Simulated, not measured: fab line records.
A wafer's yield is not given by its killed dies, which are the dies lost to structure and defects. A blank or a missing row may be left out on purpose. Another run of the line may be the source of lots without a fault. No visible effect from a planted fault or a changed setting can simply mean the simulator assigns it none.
Code-filled problem report in 8D (eight disciplines) form + flow gf180mcu + the parts of the form that need people (team, actions taken, sign-off) are left out

1. PROBLEM STATEMENT
Wafers without a fault read 159.99 C with a standard deviation of 0.14, while tempC at GF_STI_WET_ETCH_17 averages 151.22 C across 3 wafers of 1 lot. Relative to the usual mean, that is a shift of -63 standard deviations.
The step: etches Si3N4 in H3PO4, target depth 45 nm, time 514 s.
The first sign was on wafer L730.1 at day 5 12:57, on wetBench-04. At this step, 39 wafers from 13 lots have a number in the record. Rule for "out" (also "out of limits"): further than 4 standard deviations from the usual mean. The other wafers with a number count as sound.

2. WHAT IT IS, WHAT IT ISN'T
| question                    | is                     | is not                                                                          |
|-----------------------------|------------------------|---------------------------------------------------------------------------------|
| which readings at this step | tempC, bathGuardTempC  | -                                                                               |
| which lots                  | L730                   | L714, L715, L716, L718, L719, L720, L721, L722, L725, L732, L734, L737          |
| which wafers of those lots  | all that have a number | -                                                                               |
| read on which tools         | wetBench-04            | wetBench-01, wetBench-02                                                        |
| when                        | from day 5 12:57       | up to then (27 sound wafers); but 9 sound wafers of L732, L734, L737 came after |

3. SUSPECTS, AND WHAT RULES EACH OUT
Counting: a tool stays on the suspect list if, at a process step up to the reading, it processed all lots that are out and no sound lot following the first of them.
- wetBench-04 at GF_STI_WET_ETCH_17 (etches Si3N4 in H3PO4, target depth 45 nm, time 514 s): kept. It ran the lot that is out, L730 (day 5 12:57), and no sound lot after that; its last sound lot up to then is L722 (day 3 18:29). Its own bathGuardTempC, tempC readings are out on those wafers.
The count leaves wetBench-04 at GF_STI_WET_ETCH_17.

4. THE CAUSE (what the simulator had put in)
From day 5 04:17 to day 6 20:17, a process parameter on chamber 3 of wetBench-04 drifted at GF_STI_WET_ETCH_17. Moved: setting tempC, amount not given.
This tool alone remained once counting was done.

5. THE CHAIN OF EFFECTS, in route order
One row per reading whose mean, taken over the struck wafers that have a number, lies over 3 standard deviations from the usual. Only readings whose record carries a usual standard deviation are examined. hours: median over the lots of the time between each lot's start at the first step of this table that gives one and its start at this step. sigmas: the change, counted in usual standard deviations.
| hours | step               | reading        | usual    | on struck wafers | change | sigmas |
|-------|--------------------|----------------|----------|------------------|--------|--------|
| 0     | GF_STI_WET_ETCH_17 | bathGuardTempC | 159.8 C  | 151.7            | -8.1   | -14    |
| 0     | GF_STI_WET_ETCH_17 | tempC          | 159.99 C | 151.22           | -8.77  | -63    |
Process steps it contains:
- GF_STI_WET_ETCH_17: etches Si3N4 in H3PO4, target depth 45 nm, time 514 s.
Later steps that measure or inspect, where all struck wafers having a row at the step show a number for every such reading and not one has moved that far: GF_CONTACT_THK_MEAS_03, GF_V1_RS_MEAS_24, GF_M2_RS_MEAS_05.

6. WHAT WOULD HAVE CAUGHT IT SOONER
In this record the first reading out of limits was taken at day 5 12:57, 9 hours after the fault began at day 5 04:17.
